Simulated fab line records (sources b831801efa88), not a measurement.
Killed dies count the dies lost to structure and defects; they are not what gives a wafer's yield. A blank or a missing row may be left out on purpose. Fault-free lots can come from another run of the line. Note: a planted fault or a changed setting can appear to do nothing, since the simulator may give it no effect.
Which tool did it? -- flow sky130 -- 12 lots, 36 wafers sampled, at 3 steps of a route of 708

WHAT THE GAUGES READ, wafer by wafer
SKY_CAP2M_THK_MEAS_04: measures by xrf. Usual: CAP2M_TIN_THK 200.0 nm, standard deviation 2.5.
lot,measured,on,CAP2M_TIN_THK (nm),flag
L416,day 39 20:17,film metro-03,200.7 201.4 199.3,
L418,day 40 06:23,film metro-04,200.9 201.5 201.6,
L417,day 40 07:10,film metro-04,196.5 196.6 199.2,
L422,day 41 10:31,film metro-03,202.3 200.1 199.5,
L424,day 42 06:02,film metro-02,203.3 200.5 202.4,
L425,day 42 09:58,film metro-02,198.0 196.7 199.4,
L426,day 42 14:33,film metro-04,199.9 197.4 198.5,
L428,day 43 09:17,film metro-03,198.4 202.0 203.3,
L429,day 43 11:26,film metro-03,200.6 198.4 201.8,
L430,day 43 21:13,film metro-04,200.3 198.4 197.3,
L436,day 45 15:59,film metro-04,198.6 199.1 201.2,
L435,day 45 18:02,film metro-04,198.8 201.0 199.4,

WHICH TOOL RAN EACH LOT (tool, then ch and the chambers of the sampled wafers, then the start)
lot,SKY_VIA2_ETCH_15,SKY_VIA2_SPUTTER_20
L416,"rie diel-02 ch 1,2, day 36 11:02","pvd sputter-04, day 36 11:44"
L418,"rie diel-01 ch 0,1,3, day 36 19:35","pvd sputter-02, day 36 20:15"
L417,"rie diel-02 ch 0,3, day 36 20:20","pvd sputter-03, day 36 21:02"
L422,"rie diel-01 ch 1,2,3, day 38 01:53","pvd sputter-02, day 38 02:32"
L424,"rie diel-04 ch 0,1,3, day 38 22:16","pvd sputter-03, day 38 23:01"
L425,"rie diel-04 ch 0,1,3, day 39 03:53","pvd sputter-03, day 39 04:33"
L426,"rie diel-02 ch 0,1,3, day 39 07:41","pvd sputter-04, day 39 08:21"
L428,"rie diel-04 ch 0,1,3, day 40 03:58","pvd sputter-04, day 40 04:37"
L429,"rie diel-02 ch 0,2,3, day 40 07:14","pvd sputter-03, day 40 07:54"
L430,"rie diel-04 ch 1,2,3, day 40 16:32","pvd sputter-02, day 40 17:12"
L436,"rie diel-01 ch 0,1, day 42 14:20","pvd sputter-02, day 42 14:59"
L435,"rie diel-01 ch 0,3, day 42 16:41","pvd sputter-03, day 42 17:21"
- SKY_VIA2_ETCH_15: etches SiO2 in C4F8/O2/Ar, stops on TiN, target depth 546 nm, time 84 s.
- SKY_VIA2_SPUTTER_20: material TiN, target thk 20 nm, time 80 s.

WHAT THE TOOLS THEMSELVES READ (means of the sampled wafers that have a number; where no wafer has one, the mark that the record gives instead)
SKY_VIA2_ETCH_15. Usual: oes product au 0.939 a.u., standard deviation 0.0048.
lot,tool,oes product au (a.u.),flag
L416,rie diel-02,0.939,
L418,rie diel-01,0.939,
L417,rie diel-02,0.943,
L422,rie diel-01,0.944,
L424,rie diel-04,0.939,
L425,rie diel-04,0.937,
L426,rie diel-02,0.936,
L428,rie diel-04,0.939,
L429,rie diel-02,0.939,
L430,rie diel-04,0.942,
L436,rie diel-01,0.939,
L435,rie diel-01,0.942,

SKY_VIA2_SPUTTER_20. Usual: cathode dc power W 4000.0 W, standard deviation 0.71; throttle valve pct 30.4 %, standard deviation 1.4.
lot,tool,cathode dc power W (W),throttle valve pct (%),flag
L416,pvd sputter-04,4000.1,31.6,
L418,pvd sputter-02,4000.1,30.2,
L417,pvd sputter-03,4000.1,30.2,
L422,pvd sputter-02,3999.6,29.9,
L424,pvd sputter-03,4000.1,30.6,
L425,pvd sputter-03,4000.0,31.5,
L426,pvd sputter-04,4000.7,31.1,
L428,pvd sputter-04,4000.4,31.5,
L429,pvd sputter-03,4000.0,31.1,
L430,pvd sputter-02,4000.2,30.4,
L436,pvd sputter-02,4000.1,30.4,
L435,pvd sputter-03,4000.4,30.1,

THE ANSWER, worked out from the rows above alone
Rule: a lot counts as off when the mean over its wafers that have a number is more than 3 standard deviations away from the usual mean. A lot without any number at a reading at which 4 lots or more have one is off too. The other lots that the step has rows for count as sound. The gauges are gone through in route order, then the tools' own readings, and for those a lot's mean is taken as printed above. At the first step where some lot is off, the reading lying furthest off is the one used; lots without a number count as furthest.
None of the lots is off at any reading shown; this tells nothing.

WHAT WAS PUT IN BY THE SIMULATOR
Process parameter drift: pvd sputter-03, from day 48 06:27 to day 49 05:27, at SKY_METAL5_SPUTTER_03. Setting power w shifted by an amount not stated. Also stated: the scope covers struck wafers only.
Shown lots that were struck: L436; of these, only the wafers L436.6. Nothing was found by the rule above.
